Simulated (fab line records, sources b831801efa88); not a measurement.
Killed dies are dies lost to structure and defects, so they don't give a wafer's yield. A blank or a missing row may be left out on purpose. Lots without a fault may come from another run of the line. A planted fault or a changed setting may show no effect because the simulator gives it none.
Which tool did it? | flow gf180mcu | 6 lots, 18 wafers sampled, at 2 steps of a route of 602

WHAT THE GAUGES READ, wafer by wafer
GF_SAB_THK_MEAS_01.
lot  | measured     | on            | SAB_CVD_00_THK (nm)
L895 | day 14 13:17 | film_metro-01 | 48.6 50.3 49.6
L899 | day 16 03:31 | film_metro-02 | 49.5 50.0 50.4
L901 | day 16 22:27 | film_metro-04 | 48.7 49.7 48.6
L908 | day 19 08:02 | film_metro-01 | 49.9 50.6 25.3
L913 | day 21 00:29 | film_metro-04 | 50.4 50.7 51.1
L916 | day 21 22:09 | film_metro-04 | 49.5 49.9 51.0

WHICH TOOL RAN EACH LOT (tool, then ch and the chambers of the sampled wafers, then the start)
lot  | GF_SAB_CVD_00
L895 | pecvd-02 ch 0,2, day 14 13:15
L899 | pecvd-01 ch 1,2, day 16 03:30
L901 | pecvd-01 ch 0,1,2, day 16 22:26
L908 | pecvd-04 ch 0,1,2, day 19 08:00
L913 | pecvd-02 ch 0,1,2, day 21 00:27
L916 | pecvd-02 ch 1,2, day 21 22:08
- GF_SAB_CVD_00: deposits SiO2 from TEOS, target thk 50 nm, time 4.9302 s.

THE ANSWER, worked out from the rows above alone
Rule: what is usual is taken from the lots themselves. Put in order of their means at a reading, lots are off if they are a third of the lots or fewer, leave a main group of 4 or more, and stand apart from it by a gap of 3 or more times the standard deviation of the main group's means; of several such gaps the widest counts. A main group whose means are all the same, to the digits that the tables above print for the reading, isn't used. A lot without any number at a reading at which 4 lots or more have one is off too. The other lots that the step has rows for count as sound.
Off: L908, at GF_SAB_THK_MEAS_01 (SAB_CVD_00_THK). The main group: mean 49.9 nm, standard deviation 0.59.
A tool fits if, at a process step before that reading, it ran every lot that is off, and no sound lot after the first of them. The gauges at GF_SAB_THK_MEAS_01 are tried like those tools. Can't be told from this: 2 tools fit, pecvd-04 at GF_SAB_CVD_00, film_metro-01 at GF_SAB_THK_MEAS_01.

WHAT THE SIMULATOR HAD PUT IN
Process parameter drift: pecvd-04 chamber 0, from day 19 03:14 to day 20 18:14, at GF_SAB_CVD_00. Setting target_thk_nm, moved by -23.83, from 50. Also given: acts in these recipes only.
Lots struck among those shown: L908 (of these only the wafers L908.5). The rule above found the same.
